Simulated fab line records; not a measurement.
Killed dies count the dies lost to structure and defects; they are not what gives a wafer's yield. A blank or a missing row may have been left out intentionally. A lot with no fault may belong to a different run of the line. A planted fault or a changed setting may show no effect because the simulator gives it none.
Problem report in the 8D (eight disciplines) form, filled by code | flow gf180mcu | the parts of the form that need people (team, actions taken, sign-off) are left out

## 1. PROBLEM STATEMENT
oes product au at GF_SAB_ETCH_11 reads a mean of 0.785 a.u. on 3 wafers of 3 lots; wafers without a fault read 1.000 a.u. with a standard deviation of 0.0087. Measured from the usual mean, that is -25 standard deviations.
The step: etches SiO2 in C4F8/O2/Ar, target depth 55 nm, time 8.5 s.
Earliest sighting: wafer L100.5 on rie diel-02 at day 20 06:31. At this step, 18 wafers from 7 lots have a number in the record. The rule behind "out" and "out of limits": a value lying over 4 standard deviations away from the usual mean. All remaining wafers that have a number are taken as sound.

## 2. WHAT IT IS, AND WHAT IT ISN'T
question                    | is                     | is not
which readings at this step | oes product au         | rf fwd power W
which lots                  | L100, L101, L102       | L106, L110, L987, L993
which wafers of those lots  | L100.5, L101.2, L102.2 | L100.3, L101.3, L102.3
read on which tools         | rie diel-02            | rie diel-01, rie diel-03
when                        | from day 20 06:31      | up to then (7 sound wafers); but 8 sound wafers of L101, L102, L106, L110 came after

## 3. WHAT RULES OUT EACH SUSPECT
Counting: any tool at a process step up to the reading remains a suspect provided it ran every lot that is out. Sound lots after the first of them don't rule it out here, since some wafers of a struck lot are sound.
- rie diel-02 at GF_SAB_ETCH_11 (etches SiO2 in C4F8/O2/Ar, target depth 55 nm, time 8.5 s): kept. Every lot that is out went through it, the first being L100 (day 20 06:31); the last sound lot it ran before that was L993 (day 17 04:25). Its own oes product au readings are out on those wafers.
After counting, what remains is rie diel-02 at GF_SAB_ETCH_11.

## 4. THE CAUSE (what the simulator had put in)
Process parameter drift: rie diel-02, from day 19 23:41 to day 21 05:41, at GF_SAB_ETCH_11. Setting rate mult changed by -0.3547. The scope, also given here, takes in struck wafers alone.
The count eliminated every tool but this one.

## 5. THE EFFECT CHAIN, in route order
One row per reading whose mean, taken over the struck wafers that have a number, lies over 3 standard deviations from the usual. Readings are gone through only where the record gives a usual standard deviation; hours: the median, over the lots, of the time from a lot's start at the first step in this table giving one to that lot's start at this step; sigmas: the change measured in usual standard deviations.
hours | step           | reading        | usual      | on struck wafers | change | sigmas
0     | GF_SAB_ETCH_11 | oes product au | 1.000 a.u. | 0.785            | -0.215 | -25
Process steps it contains:
- GF_SAB_ETCH_11: etches SiO2 in C4F8/O2/Ar, target depth 55 nm, time 8.5 s.

## 6. WHAT WOULD HAVE CAUGHT IT SOONER
The fault began at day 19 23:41; the first out-of-limits reading in this record came at day 20 06:31, 7 hours later.
